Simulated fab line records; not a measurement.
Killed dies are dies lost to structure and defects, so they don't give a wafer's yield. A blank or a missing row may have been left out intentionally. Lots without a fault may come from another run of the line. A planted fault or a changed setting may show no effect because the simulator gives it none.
Lot-split experiment || flow sky130 || 23 wafers read from 5 lots, route of 708 steps

## SPLIT DETAILS
At SKY_SD_P_DEVELOP_06 (develop time 60 s), the setting develop time s was moved away from the recipe's 60 s on 12 of the 23 wafers read, by -9.9% to -6.3%. For the rest of the wafers, this setting stayed at what the recipe calls for.

There is no step in the file separating the split from the reading.

## THE READING
At SKY_SD_P_CD_MEAS_07: cd nm in nanometres, against a target cd of 380 nm. Fault-free wafers of this fab line usually give 380.1 nm, standard deviation 2 nm.

{"wafer": "L077.1", "tool, chamber at the split": "litho track-03, 0", "develop time s as run, s": 60, "against the recipe": "recipe", "cd nm, nm": 381.7, "against lot-mates on the recipe": "-"}
{"wafer": "L077.4", "tool, chamber at the split": "litho track-03, 0", "develop time s as run, s": 60, "against the recipe": "recipe", "cd nm, nm": 381.7, "against lot-mates on the recipe": "-"}
{"wafer": "L077.5", "tool, chamber at the split": "litho track-03, 0", "develop time s as run, s": 60, "against the recipe": "recipe", "cd nm, nm": 381.0, "against lot-mates on the recipe": "-"}
{"wafer": "L079.1", "tool, chamber at the split": "litho track-01, 0", "develop time s as run, s": 60, "against the recipe": "recipe", "cd nm, nm": 377.8, "against lot-mates on the recipe": "-"}
{"wafer": "L079.2", "tool, chamber at the split": "litho track-01, 0", "develop time s as run, s": 60, "against the recipe": "recipe", "cd nm, nm": 378.5, "against lot-mates on the recipe": "-"}
{"wafer": "L079.4", "tool, chamber at the split": "litho track-01, 0", "develop time s as run, s": 55.04, "against the recipe": "-8.3%", "cd nm, nm": 367.3, "against lot-mates on the recipe": -10.8}
{"wafer": "L079.5", "tool, chamber at the split": "litho track-01, 0", "develop time s as run, s": 55.04, "against the recipe": "-8.3%", "cd nm, nm": 368.3, "against lot-mates on the recipe": -9.8}
{"wafer": "L079.6", "tool, chamber at the split": "litho track-01, 0", "develop time s as run, s": 55.04, "against the recipe": "-8.3%", "cd nm, nm": 368.4, "against lot-mates on the recipe": -9.8}
{"wafer": "L082.1", "tool, chamber at the split": "litho track-03, 0", "develop time s as run, s": 60, "against the recipe": "recipe", "cd nm, nm": 379.3, "against lot-mates on the recipe": "-"}
{"wafer": "L082.2", "tool, chamber at the split": "litho track-03, 0", "develop time s as run, s": 56.24, "against the recipe": "-6.3%", "cd nm, nm": 373.3, "against lot-mates on the recipe": -7.7}
{"wafer": "L082.4", "tool, chamber at the split": "litho track-03, 0", "develop time s as run, s": 60, "against the recipe": "recipe", "cd nm, nm": 382.7, "against lot-mates on the recipe": "-"}
{"wafer": "L082.5", "tool, chamber at the split": "litho track-03, 0", "develop time s as run, s": 56.24, "against the recipe": "-6.3%", "cd nm, nm": 374.7, "against lot-mates on the recipe": -6.3}
{"wafer": "L082.6", "tool, chamber at the split": "litho track-03, 0", "develop time s as run, s": 56.24, "against the recipe": "-6.3%", "cd nm, nm": 372.9, "against lot-mates on the recipe": -8.1}
{"wafer": "L083.1", "tool, chamber at the split": "litho track-03, 0", "develop time s as run, s": 60, "against the recipe": "recipe", "cd nm, nm": 380.9, "against lot-mates on the recipe": "-"}
{"wafer": "L083.2", "tool, chamber at the split": "litho track-03, 0", "develop time s as run, s": 60, "against the recipe": "recipe", "cd nm, nm": 381.3, "against lot-mates on the recipe": "-"}
{"wafer": "L083.3", "tool, chamber at the split": "litho track-03, 0", "develop time s as run, s": 54.79, "against the recipe": "-8.7%", "cd nm, nm": 373.2, "against lot-mates on the recipe": -7.9}
{"wafer": "L083.4", "tool, chamber at the split": "litho track-03, 0", "develop time s as run, s": 54.79, "against the recipe": "-8.7%", "cd nm, nm": 375.3, "against lot-mates on the recipe": -5.8}
{"wafer": "L083.6", "tool, chamber at the split": "litho track-03, 0", "develop time s as run, s": 54.79, "against the recipe": "-8.7%", "cd nm, nm": 370.6, "against lot-mates on the recipe": -10.5}
{"wafer": "L085.1", "tool, chamber at the split": "litho track-03, 0", "develop time s as run, s": 54.07, "against the recipe": "-9.9%", "cd nm, nm": 369.3, "against lot-mates on the recipe": -10.3}
{"wafer": "L085.2", "tool, chamber at the split": "litho track-03, 0", "develop time s as run, s": 60, "against the recipe": "recipe", "cd nm, nm": 378.5, "against lot-mates on the recipe": "-"}
{"wafer": "L085.4", "tool, chamber at the split": "litho track-03, 0", "develop time s as run, s": 54.07, "against the recipe": "-9.9%", "cd nm, nm": 367.2, "against lot-mates on the recipe": -12.4}
{"wafer": "L085.5", "tool, chamber at the split": "litho track-03, 0", "develop time s as run, s": 60, "against the recipe": "recipe", "cd nm, nm": 380.8, "against lot-mates on the recipe": "-"}
{"wafer": "L085.6", "tool, chamber at the split": "litho track-03, 0", "develop time s as run, s": 54.07, "against the recipe": "-9.9%", "cd nm, nm": 371.1, "against lot-mates on the recipe": -8.5}

FIT RESULTS
A straight line over all 23 wafers: cd nm changes by +1.13 nm for each +1% of develop time s; r = +0.92; the points scatter about the line by 2.1 nm.
The same after taking each lot's own level away (the mean of its wafers on the recipe; 23 wafers): +1.07 nm for each +1%; r = +0.96; scatter 1.4 nm.
The reading moves by 11 nm for the largest change in develop time s, on that fit.
The lots' own levels span 378.15 to 381.47 nm, that is 1.7 times the standard deviation above.
The two slopes are in agreement: the lot-to-lot level therefore moves the slope only a little.
Check: -10.7 nm against its lot-mates is what the line predicts for one of the wafers moved furthest among these (-9.9%) when that wafer is left out of the fit. It came out at -10.3 nm against them.

## THE FILE'S OWN FIT
cd nm changes by +1.08 nm for each +1% of develop time s, r = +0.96.
